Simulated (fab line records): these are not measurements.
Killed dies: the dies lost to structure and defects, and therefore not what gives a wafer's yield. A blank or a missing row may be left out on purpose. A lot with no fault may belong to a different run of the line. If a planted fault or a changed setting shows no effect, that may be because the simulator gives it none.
The tool behind it: which one? || flow sky130 || Sampling: 13 lots, 39 wafers, 3 of 708 route steps

== WHAT THE GAUGES READ, wafer by wafer ==
SKY_VIA3_RS_MEAS_22: a four-point-probe measurement. Usual: for VIA3_W_RS the level is 0.295 ohm/sq and the standard deviation is 0.0036.
{"lot": "L513", "measured": "day 39 17:50", "on": "film-metro-04", "VIA3_W_RS (ohm/sq)": "0.300 0.294 0.297", "flag": ""}
{"lot": "L515", "measured": "day 40 12:02", "on": "film-metro-02", "VIA3_W_RS (ohm/sq)": "0.296 0.295 0.294", "flag": ""}
{"lot": "L517", "measured": "day 41 07:28", "on": "film-metro-04", "VIA3_W_RS (ohm/sq)": "0.296 0.302 0.296", "flag": ""}
{"lot": "L518", "measured": "day 41 17:21", "on": "film-metro-02", "VIA3_W_RS (ohm/sq)": "0.297 0.294 0.285", "flag": ""}
{"lot": "L520", "measured": "day 41 23:53", "on": "film-metro-03", "VIA3_W_RS (ohm/sq)": "0.301 0.299 0.296", "flag": ""}
{"lot": "L522", "measured": "day 42 11:50", "on": "film-metro-03", "VIA3_W_RS (ohm/sq)": "0.295 0.293 0.291", "flag": ""}
{"lot": "L523", "measured": "day 42 21:16", "on": "film-metro-02", "VIA3_W_RS (ohm/sq)": "0.294 0.293 0.294", "flag": ""}
{"lot": "L524", "measured": "day 43 05:19", "on": "film-metro-03", "VIA3_W_RS (ohm/sq)": "0.301 0.299 0.298", "flag": ""}
{"lot": "L528", "measured": "day 44 15:39", "on": "film-metro-04", "VIA3_W_RS (ohm/sq)": "0.157 0.293 0.291", "flag": "OFF"}
{"lot": "L529", "measured": "day 44 19:58", "on": "film-metro-03", "VIA3_W_RS (ohm/sq)": "0.157 0.157 0.157", "flag": "OFF"}
{"lot": "L534", "measured": "day 45 21:22", "on": "film-metro-02", "VIA3_W_RS (ohm/sq)": "0.290 0.289 0.293", "flag": ""}
{"lot": "L535", "measured": "day 45 23:44", "on": "film-metro-04", "VIA3_W_RS (ohm/sq)": "0.296 0.297 0.298", "flag": ""}
{"lot": "L536", "measured": "day 46 04:43", "on": "film-metro-02", "VIA3_W_RS (ohm/sq)": "0.298 0.296 0.295", "flag": ""}

SKY_VIA3_THK_MEAS_23: measures by xrf. Usual: for VIA3_W_THK the level is 381 nm and the standard deviation is 6.6.
{"lot": "L513", "measured": "day 39 17:57", "on": "film-metro-04", "VIA3_W_THK (nm)": "373 384 381", "flag": ""}
{"lot": "L515", "measured": "day 40 12:09", "on": "film-metro-02", "VIA3_W_THK (nm)": "387 385 392", "flag": ""}
{"lot": "L517", "measured": "day 41 07:35", "on": "film-metro-04", "VIA3_W_THK (nm)": "384 374 378", "flag": ""}
{"lot": "L518", "measured": "day 41 17:28", "on": "film-metro-02", "VIA3_W_THK (nm)": "385 383 399", "flag": ""}
{"lot": "L520", "measured": "day 42 00:00", "on": "film-metro-03", "VIA3_W_THK (nm)": "367 370 374", "flag": ""}
{"lot": "L522", "measured": "day 42 11:57", "on": "film-metro-03", "VIA3_W_THK (nm)": "375 377 381", "flag": ""}
{"lot": "L523", "measured": "day 42 21:23", "on": "film-metro-02", "VIA3_W_THK (nm)": "385 390 388", "flag": ""}
{"lot": "L524", "measured": "day 43 05:26", "on": "film-metro-03", "VIA3_W_THK (nm)": "370 370 373", "flag": ""}
{"lot": "L528", "measured": "day 44 15:46", "on": "film-metro-04", "VIA3_W_THK (nm)": "- 385 386", "flag": ""}
{"lot": "L529", "measured": "day 44 20:04", "on": "film-metro-03", "VIA3_W_THK (nm)": "- - -", "flag": "OFF"}
{"lot": "L534", "measured": "day 45 21:29", "on": "film-metro-02", "VIA3_W_THK (nm)": "394 392 390", "flag": ""}
{"lot": "L535", "measured": "day 45 23:49", "on": "film-metro-04", "VIA3_W_THK (nm)": "381 385 379", "flag": ""}
{"lot": "L536", "measured": "day 46 04:49", "on": "film-metro-02", "VIA3_W_THK (nm)": "384 389 383", "flag": ""}

== EACH LOT AND THE TOOL THAT RAN IT (in order: tool; ch and the chambers of the sampled wafers; start) ==
{"lot": "L513", "SKY_VIA3_CVD_21": "cvd-w-02 ch 0,1, day 39 17:41"}
{"lot": "L515", "SKY_VIA3_CVD_21": "cvd-w-01 ch 0,1, day 40 11:54"}
{"lot": "L517", "SKY_VIA3_CVD_21": "cvd-w-02 ch 0,1, day 41 07:21"}
{"lot": "L518", "SKY_VIA3_CVD_21": "cvd-w-01 ch 0,1, day 41 17:14"}
{"lot": "L520", "SKY_VIA3_CVD_21": "cvd-w-02 ch 0,1, day 41 23:46"}
{"lot": "L522", "SKY_VIA3_CVD_21": "cvd-w-01 ch 0,1, day 42 11:42"}
{"lot": "L523", "SKY_VIA3_CVD_21": "cvd-w-01 ch 0,1, day 42 21:09"}
{"lot": "L524", "SKY_VIA3_CVD_21": "cvd-w-02 ch 0, day 43 05:12"}
{"lot": "L528", "SKY_VIA3_CVD_21": "cvd-w-01 ch 0,1, day 44 15:28"}
{"lot": "L529", "SKY_VIA3_CVD_21": "cvd-w-01 ch 1, day 44 19:44"}
{"lot": "L534", "SKY_VIA3_CVD_21": "cvd-w-02 ch 0, day 45 21:15"}
{"lot": "L535", "SKY_VIA3_CVD_21": "cvd-w-02 ch 0,1, day 45 23:35"}
{"lot": "L536", "SKY_VIA3_CVD_21": "cvd-w-02 ch 0,1, day 46 04:35"}
- SKY_VIA3_CVD_21: deposits W, target thk 390 nm, time 117.31 s.

== AS READ BY THE TOOLS THEMSELVES (means over the sampled wafers that have a number; for cases with no such wafer, the mark the record gives instead) ==
SKY_VIA3_CVD_21. Usual: 774 W for heater-power-w, sd 48.
{"lot": "L513", "tool": "cvd-w-02", "heater-power-w (W)": 741, "flag": ""}
{"lot": "L515", "tool": "cvd-w-01", "heater-power-w (W)": 836, "flag": ""}
{"lot": "L517", "tool": "cvd-w-02", "heater-power-w (W)": 753, "flag": ""}
{"lot": "L518", "tool": "cvd-w-01", "heater-power-w (W)": 832, "flag": ""}
{"lot": "L520", "tool": "cvd-w-02", "heater-power-w (W)": 754, "flag": ""}
{"lot": "L522", "tool": "cvd-w-01", "heater-power-w (W)": 826, "flag": ""}
{"lot": "L523", "tool": "cvd-w-01", "heater-power-w (W)": 832, "flag": ""}
{"lot": "L524", "tool": "cvd-w-02", "heater-power-w (W)": 762, "flag": ""}
{"lot": "L528", "tool": "cvd-w-01", "heater-power-w (W)": 839, "flag": ""}
{"lot": "L529", "tool": "cvd-w-01", "heater-power-w (W)": 742, "flag": ""}
{"lot": "L534", "tool": "cvd-w-02", "heater-power-w (W)": 757, "flag": ""}
{"lot": "L535", "tool": "cvd-w-02", "heater-power-w (W)": 763, "flag": ""}
{"lot": "L536", "tool": "cvd-w-02", "heater-power-w (W)": 760, "flag": ""}

== THE ANSWER, worked out from the rows above alone ==
Rule: lot off if the mean of its wafers having a number is beyond 3 standard deviations from the usual mean. A lot without any number at a reading at which 4 lots or more have one is off too. Where the step has rows for the other lots, those lots are counted as sound. Order of review: gauges by route order, followed by the tools' own readings, for which a lot's mean as printed above is used. The first step at which some lot is off is used, and at that step the reading that is off furthest; a lot without a number counts as furthest.
Off: L528, L529, seen at SKY_VIA3_RS_MEAS_22 (VIA3_W_RS).
A tool fits if, at a process step before that reading, it ran every lot that is off, and no sound lot after the first of them. Those tools and the gauges at SKY_VIA3_RS_MEAS_22 are tried in the same way. One fits: cvd-w-01 at SKY_VIA3_CVD_21. A fault onset in the window from L523 (day 42 21:09, its last sound lot) to L528 (day 44 15:28, its first lot off) fits.

== WHAT WAS PUT IN BY THE SIMULATOR ==
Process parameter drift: cvd-w-01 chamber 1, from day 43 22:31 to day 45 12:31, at SKY_VIA3_CVD_21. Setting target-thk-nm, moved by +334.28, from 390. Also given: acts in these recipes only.
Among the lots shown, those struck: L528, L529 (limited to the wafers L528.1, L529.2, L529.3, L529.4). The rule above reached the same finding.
